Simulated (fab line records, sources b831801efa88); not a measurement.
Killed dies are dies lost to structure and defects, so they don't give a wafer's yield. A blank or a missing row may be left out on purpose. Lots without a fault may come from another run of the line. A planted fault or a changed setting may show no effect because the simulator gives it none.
Chamber matching | flow gf180mcu | GF_V5_CMP_04 on cmp-01: 4 sister chambers
The step polishes SiO2. 4 wafers are shown with their chamber, then 7 later ones without.

WAFERS WITH THEIR CHAMBER
wafer  | chamber | motor_current_A (A)
L894.3 | 2       | 10.7
L894.5 | 1       | 11.8
L900.1 | 0       | 13.5
L900.2 | 3       | 10.2

WAFERS WITHOUT THEIR CHAMBER
wafer  | motor_current_A (A)
L900.5 | 11.3
L903.1 | 12.3
L903.3 | 10.1
L903.4 | 13.1
L904.2 | 11.2
L904.5 | 10.5
L904.6 | 11.4

WHICH CHAMBER EACH WENT THROUGH
wafer  | from the rows above          | in truth
L900.5 | can't be placed: 1 or 2 or 3 | 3
L903.1 | can't be placed: 1 or 0      | 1
L903.3 | can't be placed: 3 or 2      | 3
L903.4 | 0                            | 0
L904.2 | can't be placed: 2 or 1 or 3 | 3
L904.5 | can't be placed: 2 or 3      | 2
L904.6 | can't be placed: 1 or 2      | 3
Placed correctly: 1 of 7. Can't be placed from these rows: 6 (the true chamber is among the candidates in 5). Placed wrongly: 0.
How it was worked out, from the rows above alone: a wafer's distance from a chamber is the root of the sum, over the readings, of the square of ((its reading less the chamber's mean) divided by the reading's scatter). The wafer belongs to the nearest chamber; if the next one is less than 2 further off, it can't be placed. A chamber's mean is the mean of its shown wafers. The scatter: with one shown wafer a chamber, the root of the mean of the squares of how far each hidden wafer lies from its nearest shown one.
